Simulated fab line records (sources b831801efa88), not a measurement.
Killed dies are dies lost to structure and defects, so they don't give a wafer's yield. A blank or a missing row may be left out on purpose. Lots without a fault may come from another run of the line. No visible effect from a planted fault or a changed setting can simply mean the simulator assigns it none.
Tool commonality check / flow sky130 / 13 lots, 45 wafers sampled

WHAT PROMPTED THE OPENING
Of 13 lots, 2 have the reading VT_ADJUST_HVTP_TW flagged at SKY_VT_ADJUST_HVTP_TW_MEAS_11. No-fault wafers: 1364, standard deviation 13.
Rule: a lot is flagged when every wafer of it that has a number lies more than 4 standard deviations from that mean, or none has a number. As for the other lots, they are considered sound.

lot=L423; measured=day 5 23:21; on=filmMetro-04; VT_ADJUST_HVTP_TW, wafer by wafer=1371 1368 1368; flag=
lot=L424; measured=day 6 06:02; on=filmMetro-02; VT_ADJUST_HVTP_TW, wafer by wafer=1345 1348 1348; flag=
lot=L425; measured=day 6 12:32; on=filmMetro-01; VT_ADJUST_HVTP_TW, wafer by wafer=1381 1375 1386; flag=
lot=L427; measured=day 7 03:20; on=filmMetro-01; VT_ADJUST_HVTP_TW, wafer by wafer=1386 1386 1389; flag=
lot=L429; measured=day 7 10:11; on=filmMetro-01; VT_ADJUST_HVTP_TW, wafer by wafer=1380 1385 1390; flag=
lot=L433; measured=day 8 16:18; on=filmMetro-04; VT_ADJUST_HVTP_TW, wafer by wafer=1363 1362 1359; flag=
lot=L434; measured=day 9 02:11; on=filmMetro-04; VT_ADJUST_HVTP_TW, wafer by wafer=1364 1357 1357; flag=
lot=L435; measured=day 9 08:11; on=filmMetro-02; VT_ADJUST_HVTP_TW, wafer by wafer=1350 1347 1354; flag=
lot=L436; measured=day 9 10:39; on=filmMetro-04; VT_ADJUST_HVTP_TW, wafer by wafer=1362 1363 1359; flag=
lot=L437; measured=day 9 16:28; on=filmMetro-01; VT_ADJUST_HVTP_TW, wafer by wafer=1379 1371 1377; flag=
lot=L443; measured=day 11 08:37; on=filmMetro-04; VT_ADJUST_HVTP_TW, wafer by wafer=1143 1148 1152 1145 1155 1149; flag=FLAGGED
lot=L444; measured=day 11 13:07; on=filmMetro-04; VT_ADJUST_HVTP_TW, wafer by wafer=1155 1152 1154 1149 1156 1150; flag=FLAGGED
lot=L446; measured=day 12 02:42; on=filmMetro-04; VT_ADJUST_HVTP_TW, wafer by wafer=1348 1360 1353; flag=
Average over the flagged lots: 1151; offset from the usual -213, equal to -16 standard deviations.

WHICH TOOL RAN EACH LOT
The record holds 1 process step before the reading, out of a route of 708 steps. Cell contents, in order: the tool; ch with the chambers the sampled wafers went through; the start.
lot=L423; flag=; SKY_VT_ADJUST_HVTP_IMPLANT_09=implanter-04 ch 0, day 5 23:09
lot=L424; flag=; SKY_VT_ADJUST_HVTP_IMPLANT_09=implanter-01 ch 0, day 6 05:48
lot=L425; flag=; SKY_VT_ADJUST_HVTP_IMPLANT_09=implanter-01 ch 0, day 6 12:17
lot=L427; flag=; SKY_VT_ADJUST_HVTP_IMPLANT_09=implanter-01 ch 0, day 7 03:05
lot=L429; flag=; SKY_VT_ADJUST_HVTP_IMPLANT_09=implanter-03 ch 0, day 7 09:56
lot=L433; flag=; SKY_VT_ADJUST_HVTP_IMPLANT_09=implanter-01 ch 0, day 8 16:04
lot=L434; flag=; SKY_VT_ADJUST_HVTP_IMPLANT_09=implanter-03 ch 0, day 9 01:56
lot=L435; flag=; SKY_VT_ADJUST_HVTP_IMPLANT_09=implanter-04 ch 0, day 9 07:56
lot=L436; flag=; SKY_VT_ADJUST_HVTP_IMPLANT_09=implanter-01 ch 0, day 9 10:25
lot=L437; flag=; SKY_VT_ADJUST_HVTP_IMPLANT_09=implanter-03 ch 0, day 9 16:13
lot=L443; flag=FLAGGED; SKY_VT_ADJUST_HVTP_IMPLANT_09=implanter-04 ch 0, day 11 08:23
lot=L444; flag=FLAGGED; SKY_VT_ADJUST_HVTP_IMPLANT_09=implanter-04 ch 0, day 11 12:52
lot=L446; flag=; SKY_VT_ADJUST_HVTP_IMPLANT_09=implanter-03 ch 0, day 12 02:28
What these steps do:
- SKY_VT_ADJUST_HVTP_IMPLANT_09
- SKY_VT_ADJUST_HVTP_TW_MEAS_11

FLAGGED AGAINST TOTAL, ONE TOOL AT A TIME (gauges that did the reading follow at the end)
step=SKY_VT_ADJUST_HVTP_IMPLANT_09; tool=implanter-01; lots run=5; flagged=0; share of the flagged lots=none; sound lots run after its first flagged lot=-
step=SKY_VT_ADJUST_HVTP_IMPLANT_09; tool=implanter-03; lots run=4; flagged=0; share of the flagged lots=none; sound lots run after its first flagged lot=-
step=SKY_VT_ADJUST_HVTP_IMPLANT_09; tool=implanter-04; lots run=4; flagged=2; share of the flagged lots=all; sound lots run after its first flagged lot=0
step=SKY_VT_ADJUST_HVTP_TW_MEAS_11; tool=filmMetro-01; lots run=4; flagged=0; share of the flagged lots=none; sound lots run after its first flagged lot=-
step=SKY_VT_ADJUST_HVTP_TW_MEAS_11; tool=filmMetro-02; lots run=2; flagged=0; share of the flagged lots=none; sound lots run after its first flagged lot=-
step=SKY_VT_ADJUST_HVTP_TW_MEAS_11; tool=filmMetro-04; lots run=7; flagged=2; share of the flagged lots=all; sound lots run after its first flagged lot=1 (L446)

WHAT THE TABLE ALLOWS
In 2 table rows, all flagged lots were run: implanter-04 (SKY_VT_ADJUST_HVTP_IMPLANT_09), filmMetro-04 (SKY_VT_ADJUST_HVTP_TW_MEAS_11).
- implanter-04 at SKY_VT_ADJUST_HVTP_IMPLANT_09: 2 of its 4 lots flagged. Its last sound lot is L435 (day 9 07:56), its first flagged lot L443 (day 11 08:23): a fault that began between those two fits. Its own readings lie more than 4 standard deviations out on every wafer of the flagged lots: doseIonsCm2, faradayCurrentUA.
- filmMetro-04 at SKY_VT_ADJUST_HVTP_TW_MEAS_11: 2 of its 7 lots flagged. Lots that were sound ran on it after the first flagged one (L446); a persistent fault on the entire tool would not allow that.
Left over: one tool, implanter-04 at SKY_VT_ADJUST_HVTP_IMPLANT_09.

WHAT THE SIMULATOR HAD INSERTED
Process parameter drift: implanter-04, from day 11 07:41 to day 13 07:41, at SKY_VT_ADJUST_HVTP_IMPLANT_09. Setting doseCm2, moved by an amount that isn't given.
Lots struck among those shown: L443, L444. The rule above found the same.
